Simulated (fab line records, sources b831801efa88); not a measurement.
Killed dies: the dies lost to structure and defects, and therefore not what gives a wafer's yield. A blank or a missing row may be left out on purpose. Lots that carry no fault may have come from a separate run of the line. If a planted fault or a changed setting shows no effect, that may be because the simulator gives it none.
Which tool is to blame?    flow gf180mcu    Sampling: 14 lots, 42 wafers, 3 of 602 route steps

== WHAT THE GAUGES READ, wafer by wafer ==
GF_TOP_METAL_RS_MEAS_05: uses a four-point probe to measure.
lot   measured      on            TOP_METAL_ALCU_RS (ohm/sq)
L914  day 27 13:30  filmMetro-02  0.0327 0.0327 0.0327
L916  day 28 01:10  filmMetro-03  0.0319 0.0320 0.0323
L917  day 28 02:11  filmMetro-03  0.0328 0.0332 0.0331
L915  day 28 03:28  filmMetro-01  0.0322 0.0326 0.0322
L918  day 28 17:38  filmMetro-03  0.0332 0.0329 0.0334
L921  day 29 11:58  filmMetro-02  0.0328 0.0331 0.0332
L920  day 29 12:34  filmMetro-03  0.0332 0.0328 0.0332
L924  day 30 12:14  filmMetro-03  0.0327 0.0327 0.0325
L926  day 31 00:25  filmMetro-03  0.0336 0.0326 0.0335
L927  day 31 09:29  filmMetro-02  0.0321 0.0323 0.0325
L928  day 31 16:46  filmMetro-01  0.0328 0.0325 0.0326
L929  day 31 17:40  filmMetro-02  0.0322 0.0323 0.0322
L930  day 32 01:54  filmMetro-02  0.0334 0.0322 0.0330
L936  day 33 08:58  filmMetro-03  0.0331 0.0328 0.0330

== EACH LOT AND THE TOOL THAT RAN IT (in order: tool; ch and the chambers of the sampled wafers; start) ==
lot   GF_V3_CVD_23                  GF_TOP_METAL_SPUTTER_00
L914  cvdW-02 ch 0,1, day 22 18:29  pvdSputter-01, day 27 13:14
L916  cvdW-02 ch 1, day 23 06:25    pvdSputter-02, day 28 00:57
L917  cvdW-01 ch 0,1, day 23 09:23  pvdSputter-01, day 28 01:58
L915  cvdW-01 ch 0,1, day 23 11:41  pvdSputter-01, day 28 03:15
L918  cvdW-02 ch 0,1, day 24 03:03  pvdSputter-03, day 28 17:25
L921  cvdW-02 ch 0,1, day 24 22:59  pvdSputter-03, day 29 11:42
L920  cvdW-01 ch 0,1, day 24 23:34  pvdSputter-01, day 29 12:18
L924  cvdW-02 ch 0,1, day 26 01:32  pvdSputter-02, day 30 12:00
L926  cvdW-02 ch 0,1, day 26 16:11  pvdSputter-01, day 31 00:12
L927  cvdW-02 ch 1, day 27 01:34    pvdSputter-03, day 31 09:14
L928  cvdW-02 ch 0,1, day 27 09:05  pvdSputter-02, day 31 16:32
L929  cvdW-02 ch 0,1, day 27 10:38  pvdSputter-03, day 31 17:26
L930  cvdW-01 ch 0,1, day 27 22:50  pvdSputter-01, day 32 01:39
L936  cvdW-01 ch 0,1, day 29 10:28  pvdSputter-02, day 33 08:44
- GF_V3_CVD_23: deposits W, target thk 350 nm, time 104.9 s.
- GF_TOP_METAL_SPUTTER_00: material Ti, target thk 37.5 nm, time 150 s.

== WHAT THE TOOLS THEMSELVES READ (means of the sampled wafers that have a number; where no wafer has one, the mark that the record gives instead) ==
GF_V3_CVD_23.
lot   tool     heaterPowerW (W)
L914  cvdW-02  893
L916  cvdW-02  823
L917  cvdW-01  895
L915  cvdW-01  857
L918  cvdW-02  963
L921  cvdW-02  968
L920  cvdW-01  859
L924  cvdW-02  895
L926  cvdW-02  891
L927  cvdW-02  828
L928  cvdW-02  981
L929  cvdW-02  893
L930  cvdW-01  910
L936  cvdW-01  928

GF_TOP_METAL_SPUTTER_00.
lot   tool           throttleValvePct (%)
L914  pvdSputter-01  30.2
L916  pvdSputter-02  30.5
L917  pvdSputter-01  30.0
L915  pvdSputter-01  30.7
L918  pvdSputter-03  30.7
L921  pvdSputter-03  30.9
L920  pvdSputter-01  29.8
L924  pvdSputter-02  30.7
L926  pvdSputter-01  30.1
L927  pvdSputter-03  30.9
L928  pvdSputter-02  30.3
L929  pvdSputter-03  30.2
L930  pvdSputter-01  30.1
L936  pvdSputter-02  30.4

== THE ANSWER, worked out from the rows above alone ==
Rule: the lots themselves supply what counts as usual. The widest of any qualifying gaps counts: lots, ordered by their means at a reading, are off when they make up no more than a third of the lots, leave a main group of 4 or more, and stand apart from it by 3 or more times the standard deviation of that group's means. The tables above print the reading to a certain number of digits; a main group whose means all agree to those digits is not used. A lot without any number at a reading at which 4 lots or more have one is off too. The other lots that the step has rows for count as sound. First the gauges in route order, then the tools' own readings, where a lot's mean is used as printed above. At the first step where some lot is off, the reading lying furthest off is the one used; lots without a number count as furthest.
No lot is off at any reading shown: from this, nothing can be told.

== WHAT THE SIMULATOR HAD INSERTED ==
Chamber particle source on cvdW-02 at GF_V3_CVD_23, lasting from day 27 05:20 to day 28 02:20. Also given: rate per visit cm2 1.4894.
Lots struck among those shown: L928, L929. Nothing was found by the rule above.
